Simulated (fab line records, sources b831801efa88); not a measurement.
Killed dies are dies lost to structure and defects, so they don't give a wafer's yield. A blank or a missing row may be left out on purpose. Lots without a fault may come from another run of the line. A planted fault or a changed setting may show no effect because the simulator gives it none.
Which tool did it? | flow sky130 | 24 lots, 72 wafers sampled, at 6 steps of a route of 708

WHAT THE GAUGES READ, wafer by wafer
SKY_METAL2_CD_MEAS_15: target cd 140 nm. Usual: cd_nm 139.8 nm, standard deviation 1.4.
lot  | measured     | on        | cd_nm (nm)        | flag
L074 | day 35 02:08 | cd_sem-01 | 141.1 140.0 141.8 |
L075 | day 35 16:01 | cd_sem-01 | 141.7 140.4 141.8 |
L076 | day 35 21:34 | cd_sem-02 | 139.4 137.6 138.5 |
L077 | day 36 06:43 | cd_sem-01 | 140.6 141.6 140.3 |
L078 | day 36 15:03 | cd_sem-02 | 141.6 140.0 139.1 |
L079 | day 37 00:10 | cd_sem-02 | 139.1 138.5 140.3 |
L080 | day 37 08:59 | cd_sem-01 | 140.3 139.8 138.9 |
L081 | day 37 16:10 | cd_sem-01 | 138.1 140.3 139.9 |
L082 | day 37 23:35 | cd_sem-01 | 142.7 141.7 142.8 |
L083 | day 38 00:39 | cd_sem-01 | 141.2 139.1 140.6 |
L084 | day 38 15:17 | cd_sem-02 | 141.6 138.6 140.6 |
L085 | day 38 22:20 | cd_sem-01 | 139.1 139.8 139.7 |
L086 | day 39 03:34 | cd_sem-01 | 139.3 140.5 138.3 |
L087 | day 39 07:41 | cd_sem-02 | 139.7 139.2 140.7 |
L088 | day 39 11:40 | cd_sem-01 | 139.4 139.3 139.4 |
L089 | day 39 14:46 | cd_sem-02 | 139.4 139.3 140.7 |
L090 | day 40 07:51 | cd_sem-01 | 140.7 138.3 139.1 |
L091 | day 40 08:38 | cd_sem-01 | 141.0 139.7 140.5 |
L092 | day 40 17:52 | cd_sem-02 | 137.2 136.2 137.9 |
L093 | day 41 00:05 | cd_sem-01 | 139.3 140.2 139.3 |
L094 | day 41 08:59 | cd_sem-01 | 141.5 142.3 141.0 |
L095 | day 41 15:34 | cd_sem-02 | 137.6 136.9 136.8 |
L096 | day 42 04:10 | cd_sem-01 | 139.9 141.0 141.5 |
L097 | day 42 08:16 | cd_sem-01 | 139.2 139.6 137.9 |

SKY_VIA3_CD_MEAS_12: target cd 200 nm. Usual: cd_nm 200.0 nm, standard deviation 1.3.
lot  | measured     | on        | cd_nm (nm)        | flag
L074 | day 39 12:56 | cd_sem-01 | 201.5 200.3 202.1 |
L075 | day 40 02:40 | cd_sem-02 | 199.1 201.4 200.9 |
L076 | day 40 10:26 | cd_sem-01 | 198.4 200.5 200.1 |
L077 | day 40 15:16 | cd_sem-01 | 200.0 201.0 200.5 |
L078 | day 41 00:40 | cd_sem-01 | 199.0 198.0 198.4 |
L079 | day 41 09:07 | cd_sem-02 | 198.3 197.6 196.8 |
L080 | day 41 17:22 | cd_sem-01 | 200.4 200.9 200.9 |
L081 | day 42 00:08 | cd_sem-01 | 200.0 200.9 200.0 |
L082 | day 42 05:53 | cd_sem-02 | 202.4 202.5 201.6 |
L083 | day 42 08:02 | cd_sem-02 | 199.7 201.3 200.1 |
L084 | day 42 20:35 | cd_sem-01 | 199.4 198.2 199.1 |
L085 | day 43 04:18 | cd_sem-02 | 198.7 200.1 199.6 |
L086 | day 43 07:13 | cd_sem-01 | 200.2 199.5 200.3 |
L087 | day 43 12:43 | cd_sem-02 | 199.1 200.3 200.0 |
L088 | day 43 16:08 | cd_sem-02 | 198.7 196.7 198.4 |
L089 | day 43 19:13 | cd_sem-01 | 199.5 199.1 199.0 |
L090 | day 44 10:58 | cd_sem-02 | 199.3 200.2 199.7 |
L091 | day 44 11:25 | cd_sem-02 | 201.7 199.1 201.7 |
L092 | day 44 20:16 | cd_sem-02 | 201.6 200.7 200.6 |
L093 | day 45 02:00 | cd_sem-01 | 202.4 202.1 202.5 |
L094 | day 45 09:27 | cd_sem-02 | 198.4 197.9 197.2 |
L095 | day 45 15:58 | cd_sem-01 | 200.9 200.7 201.5 |
L096 | day 46 02:56 | cd_sem-02 | 201.3 200.4 200.7 |
L097 | day 46 06:34 | cd_sem-02 | 199.8 200.1 199.5 |

WHICH TOOL RAN EACH LOT (tool, then ch and the chambers of the sampled wafers, then the start)
lot  | SKY_VIA1_CMP_24               | SKY_METAL2_STRIP_20                  | SKY_METAL3_SPUTTER_04        | SKY_METAL3_ETCH_16
L074 | cmp-02 ch 2,3, day 33 23:20   | plasma_asher-01 ch 0,1, day 35 02:29 | pvd_sputter-02, day 36 06:58 | rie_metal-02 ch 0,1, day 38 10:51
L075 | cmp-02 ch 0,2,3, day 34 11:02 | plasma_asher-04 ch 0,1, day 35 16:20 | pvd_sputter-03, day 36 21:16 | rie_metal-02 ch 0,1, day 39 00:13
L076 | cmp-02 ch 0,3, day 34 19:09   | plasma_asher-04 ch 0,1, day 35 21:53 | pvd_sputter-02, day 37 02:01 | rie_metal-02 ch 0,1, day 39 06:42
L077 | cmp-02 ch 0,2,3, day 35 04:03 | plasma_asher-04 ch 0,1, day 36 07:04 | pvd_sputter-04, day 37 11:26 | rie_metal-04 ch 1, day 39 13:04
L078 | cmp-02 ch 2,3, day 35 11:55   | plasma_asher-03 ch 0,1, day 36 15:23 | pvd_sputter-02, day 37 19:35 | rie_metal-04 ch 0,1, day 39 23:23
L079 | cmp-02 ch 0,2, day 35 22:16   | plasma_asher-01 ch 0,1, day 37 00:30 | pvd_sputter-03, day 38 05:15 | rie_metal-04 ch 0,1, day 40 07:40
L080 | cmp-01 ch 1,2, day 36 07:56   | plasma_asher-01 ch 0,1, day 37 09:20 | pvd_sputter-03, day 38 13:20 | rie_metal-04 ch 1, day 40 15:26
L081 | cmp-01 ch 0,1,3, day 36 13:51 | plasma_asher-01 ch 0,1, day 37 16:30 | pvd_sputter-02, day 38 20:45 | rie_metal-03 ch 0,1, day 40 23:04
L082 | cmp-01 ch 0,1,2, day 36 22:03 | plasma_asher-01 ch 0,1, day 37 23:56 | pvd_sputter-04, day 39 04:04 | rie_metal-03 ch 0,1, day 41 04:37
L083 | cmp-02 ch 0,1, day 36 22:24   | plasma_asher-03 ch 0,1, day 38 00:59 | pvd_sputter-03, day 39 05:29 | rie_metal-04 ch 0, day 41 06:52
L084 | cmp-01 ch 0,1,3, day 37 13:14 | plasma_asher-04 ch 0,1, day 38 15:38 | pvd_sputter-02, day 39 18:11 | rie_metal-02 ch 0,1, day 41 19:21
L085 | cmp-01 ch 1,2,3, day 37 20:25 | plasma_asher-03 ch 0,1, day 38 22:39 | pvd_sputter-04, day 40 01:47 | rie_metal-03 ch 1, day 42 02:56
L086 | cmp-02 ch 1,2,3, day 38 01:42 | plasma_asher-03 ch 0,1, day 39 03:55 | pvd_sputter-02, day 40 06:43 | rie_metal-04 ch 0,1, day 42 06:42
L087 | cmp-01 ch 0,2, day 38 06:23   | plasma_asher-01 ch 0,1, day 39 08:00 | pvd_sputter-02, day 40 11:46 | rie_metal-04 ch 0, day 42 11:39
L088 | cmp-02 ch 1,2, day 38 10:45   | plasma_asher-04 ch 0,1, day 39 12:01 | pvd_sputter-04, day 40 15:13 | rie_metal-03 ch 0,1, day 42 16:09
L089 | cmp-02 ch 2,3, day 38 13:14   | plasma_asher-01 ch 0,1, day 39 15:05 | pvd_sputter-04, day 40 17:54 | rie_metal-03 ch 0,1, day 42 18:39
L090 | cmp-02 ch 0,3, day 39 07:20   | plasma_asher-01 ch 0,1, day 40 08:10 | pvd_sputter-02, day 41 10:28 | rie_metal-04 ch 0,1, day 43 10:37
L091 | cmp-01 ch 0,3, day 39 07:53   | plasma_asher-03 ch 0,1, day 40 08:59 | pvd_sputter-03, day 41 11:37 | rie_metal-02 ch 0,1, day 43 11:40
L092 | cmp-01 ch 0,1,3, day 39 17:26 | plasma_asher-01 ch 0,1, day 40 18:23 | pvd_sputter-03, day 41 21:14 | rie_metal-04 ch 0,1, day 43 20:57
L093 | cmp-01 ch 1,2, day 39 23:42   | plasma_asher-03 ch 0,1, day 41 00:24 | pvd_sputter-02, day 42 03:28 | rie_metal-03 ch 0,1, day 44 02:43
L094 | cmp-02 ch 0,1,3, day 40 08:27 | plasma_asher-03 ch 0,1, day 41 09:19 | pvd_sputter-04, day 42 12:25 | rie_metal-04 ch 0,1, day 44 10:59
L095 | cmp-02 ch 0,2, day 40 15:07   | plasma_asher-01 ch 0,1, day 41 15:54 | pvd_sputter-03, day 42 18:16 | rie_metal-02 ch 0,1, day 44 16:28
L096 | cmp-02 ch 0,2,3, day 41 04:20 | plasma_asher-03 ch 0,1, day 42 04:30 | pvd_sputter-03, day 43 06:51 | rie_metal-03 ch 0,1, day 45 04:16
L097 | cmp-02 ch 2,3, day 41 08:10   | plasma_asher-01 ch 0,1, day 42 08:35 | pvd_sputter-04, day 43 10:40 | rie_metal-03 ch 0,1, day 45 07:49
- SKY_VIA1_CMP_24: polishes, stops on SiO2, t overpolish 15 s, target thk 0 nm.
- SKY_METAL2_STRIP_20: strips in O2/N2.
- SKY_METAL3_SPUTTER_04: material TiN, target thk 70 nm, time 58.3 s.
- SKY_METAL3_ETCH_16: etches BARC in N2/H2, stops on SiO2, time 88.2 s, target depth 60 nm.

WHAT THE TOOLS THEMSELVES READ (means of the sampled wafers that have a number; where no wafer has one, the mark that the record gives instead)
SKY_VIA1_CMP_24. Usual: motor_current_A 10.9 A, standard deviation 1.2; overpolish_run_s 15.000 s, standard deviation 0.0086; time_to_endpoint_s 64 s, standard deviation 4.3.
lot  | tool   | motor_current_A (A) | overpolish_run_s (s) | time_to_endpoint_s (s) | flag
L074 | cmp-02 | 12.0                | 14.992               | 67                     |
L075 | cmp-02 | 11.0                | 15.005               | 66                     |
L076 | cmp-02 | 9.5                 | 15.002               | 66                     |
L077 | cmp-02 | 10.7                | 15.003               | 63                     |
L078 | cmp-02 | 11.8                | 15.006               | 64                     |
L079 | cmp-02 | 11.1                | 15.006               | 69                     |
L080 | cmp-01 | 11.2                | 15.010               | 65                     |
L081 | cmp-01 | 10.4                | 15.002               | 64                     |
L082 | cmp-01 | 10.9                | 14.993               | 64                     |
L083 | cmp-02 | 9.6                 | 15.003               | 67                     |
L084 | cmp-01 | 10.6                | 15.004               | 62                     |
L085 | cmp-01 | 11.0                | 15.000               | 62                     |
L086 | cmp-02 | 11.7                | 14.998               | 65                     |
L087 | cmp-01 | 10.6                | 15.001               | 63                     |
L088 | cmp-02 | 11.7                | 14.998               | 62                     |
L089 | cmp-02 | 12.0                | 14.998               | 61                     |
L090 | cmp-02 | 10.5                | 15.010               | 58                     |
L091 | cmp-01 | 9.9                 | 14.996               | 63                     |
L092 | cmp-01 | 10.6                | 15.005               | 59                     |
L093 | cmp-01 | 11.5                | 15.000               | 62                     |
L094 | cmp-02 | 10.6                | 15.000               | 64                     |
L095 | cmp-02 | 11.1                | 14.994               | 69                     |
L096 | cmp-02 | 10.7                | 14.986               | 64                     |
L097 | cmp-02 | 12.0                | 14.996               | 61                     |

SKY_METAL2_STRIP_20. Usual: drypump_motor_current_A 6.2 A, standard deviation 0.58; n2_flow_sccm 300.0 sccm, standard deviation 0.86; oes_product_au 0.343 a.u., standard deviation 0.0052; strip_time_to_endpoint_s 2.71 s, standard deviation 0.067.
lot  | tool            | drypump_motor_current_A (A) | n2_flow_sccm (sccm) | oes_product_au (a.u.) | strip_time_to_endpoint_s (s) | flag
L074 | plasma_asher-01 | 6.1                         | 300.0               | 0.344                 | 2.77                         |
L075 | plasma_asher-04 | 5.8                         | 300.0               | 0.342                 | 2.71                         |
L076 | plasma_asher-04 | 5.3                         | 301.4               | 0.346                 | 2.70                         |
L077 | plasma_asher-04 | 5.2                         | 299.2               | 0.341                 | 2.75                         |
L078 | plasma_asher-03 | 6.6                         | 300.3               | 0.338                 | 2.64                         |
L079 | plasma_asher-01 | 6.4                         | 300.0               | 0.343                 | 2.71                         |
L080 | plasma_asher-01 | 6.4                         | 299.4               | 0.336                 | 2.63                         |
L081 | plasma_asher-01 | 6.1                         | 300.3               | 0.342                 | 2.72                         |
L082 | plasma_asher-01 | 6.1                         | 300.4               | 0.344                 | 2.72                         |
L083 | plasma_asher-03 | 6.6                         | 299.9               | 0.344                 | 2.65                         |
L084 | plasma_asher-04 | 5.3                         | 299.5               | 0.342                 | 2.70                         |
L085 | plasma_asher-03 | 6.6                         | 299.8               | 0.339                 | 2.68                         |
L086 | plasma_asher-03 | 6.6                         | 301.1               | 0.339                 | 2.69                         |
L087 | plasma_asher-01 | 6.4                         | 300.5               | 0.344                 | 2.66                         |
L088 | plasma_asher-04 | 5.3                         | 299.8               | 0.346                 | 2.69                         |
L089 | plasma_asher-01 | 6.4                         | 300.4               | 0.346                 | 2.76                         |
L090 | plasma_asher-01 | 6.1                         | 299.5               | 0.341                 | 2.71                         |
L091 | plasma_asher-03 | 6.6                         | 299.5               | 0.345                 | 2.73                         |
L092 | plasma_asher-01 | 6.2                         | 299.5               | 0.343                 | 2.72                         |
L093 | plasma_asher-03 | 6.6                         | 299.5               | 0.345                 | 2.73                         |
L094 | plasma_asher-03 | 6.6                         | 299.5               | 0.341                 | 2.71                         |
L095 | plasma_asher-01 | 6.4                         | 300.4               | 0.344                 | 2.64                         |
L096 | plasma_asher-03 | 6.6                         | 300.0               | 0.345                 | 2.76                         |
L097 | plasma_asher-01 | 6.4                         | 300.7               | 0.341                 | 2.65                         |

SKY_METAL3_SPUTTER_04. Usual: throttle_valve_pct 29.7 %, standard deviation 1.3.
lot  | tool           | throttle_valve_pct (%) | flag
L074 | pvd_sputter-02 | 29.0                   |
L075 | pvd_sputter-03 | 31.1                   |
L076 | pvd_sputter-02 | 29.5                   |
L077 | pvd_sputter-04 | 27.9                   |
L078 | pvd_sputter-02 | 29.9                   |
L079 | pvd_sputter-03 | 30.4                   |
L080 | pvd_sputter-03 | 30.4                   |
L081 | pvd_sputter-02 | 30.0                   |
L082 | pvd_sputter-04 | 29.0                   |
L083 | pvd_sputter-03 | 31.5                   |
L084 | pvd_sputter-02 | 29.1                   |
L085 | pvd_sputter-04 | 28.6                   |
L086 | pvd_sputter-02 | 29.5                   |
L087 | pvd_sputter-02 | 28.9                   |
L088 | pvd_sputter-04 | 29.1                   |
L089 | pvd_sputter-04 | 29.0                   |
L090 | pvd_sputter-02 | 30.5                   |
L091 | pvd_sputter-03 | 31.1                   |
L092 | pvd_sputter-03 | 30.2                   |
L093 | pvd_sputter-02 | 29.8                   |
L094 | pvd_sputter-04 | 28.6                   |
L095 | pvd_sputter-03 | 31.1                   |
L096 | pvd_sputter-03 | 30.5                   |
L097 | pvd_sputter-04 | 29.3                   |

SKY_METAL3_ETCH_16. Usual: drypump_motor_current_A 5.9 A, standard deviation 0.38; n2_flow_sccm 100.0 sccm, standard deviation 0.32; oes_product_au 0.625 a.u., standard deviation 0.005; throttle_valve_pct 13.205 %, standard deviation 0.0098.
lot  | tool         | drypump_motor_current_A (A) | n2_flow_sccm (sccm) | oes_product_au (a.u.) | throttle_valve_pct (%) | flag
L074 | rie_metal-02 | 5.8                         | 99.7                | 0.623                 | 13.206                 |
L075 | rie_metal-02 | 5.7                         | 100.1               | 0.627                 | 13.208                 |
L076 | rie_metal-02 | 5.7                         | 100.2               | 0.629                 | 13.208                 |
L077 | rie_metal-04 | 5.5                         | 100.1               | 0.625                 | 13.203                 |
L078 | rie_metal-04 | 5.9                         | 100.4               | 0.628                 | 13.200                 |
L079 | rie_metal-04 | 6.0                         | 99.7                | 0.623                 | 13.205                 |
L080 | rie_metal-04 | 5.5                         | 100.0               | 0.626                 | 13.208                 |
L081 | rie_metal-03 | 6.3                         | 100.2               | 0.627                 | 13.213                 |
L082 | rie_metal-03 | 6.2                         | 99.5                | 0.625                 | 13.198                 |
L083 | rie_metal-04 | 6.1                         | 100.2               | 0.629                 | 13.197                 |
L084 | rie_metal-02 | 5.5                         | 100.3               | 0.620                 | 13.201                 |
L085 | rie_metal-03 | 6.2                         | 99.7                | 0.623                 | 13.202                 |
L086 | rie_metal-04 | 6.0                         | 100.1               | 0.625                 | 13.215                 |
L087 | rie_metal-04 | 6.2                         | 100.2               | 0.631                 | 13.203                 |
L088 | rie_metal-03 | 6.3                         | 100.1               | 0.626                 | 13.196                 |
L089 | rie_metal-03 | 6.3                         | 100.4               | 0.624                 | 13.198                 |
L090 | rie_metal-04 | 6.0                         | 99.7                | 0.631                 | 13.207                 |
L091 | rie_metal-02 | 5.6                         | 100.1               | 0.624                 | 13.217                 |
L092 | rie_metal-04 | 6.0                         | 100.0               | 0.621                 | 13.207                 |
L093 | rie_metal-03 | 6.3                         | 99.7                | 0.625                 | 13.208                 |
L094 | rie_metal-04 | 5.7                         | 100.1               | 0.632                 | 13.201                 |
L095 | rie_metal-02 | 5.5                         | 100.1               | 0.624                 | 13.204                 |
L096 | rie_metal-03 | 6.3                         | 99.9                | 0.623                 | 13.201                 |
L097 | rie_metal-03 | 6.3                         | 99.7                | 0.627                 | 13.208                 |

THE ANSWER, worked out from the rows above alone
Rule: a lot is off if the mean of its wafers that have a number lies more than 3 standard deviations from the usual mean. A lot without any number at a reading at which 4 lots or more have one is off too. The other lots that the step has rows for count as sound. The gauges are gone through in route order, then the tools' own readings, and for those a lot's mean is taken as printed above. The first step at which some lot is off is used, and at that step the reading that is off furthest; a lot without a number counts as furthest.
No lot is off at any reading shown: from this, nothing can be told.

WHAT THE SIMULATOR HAD PUT IN
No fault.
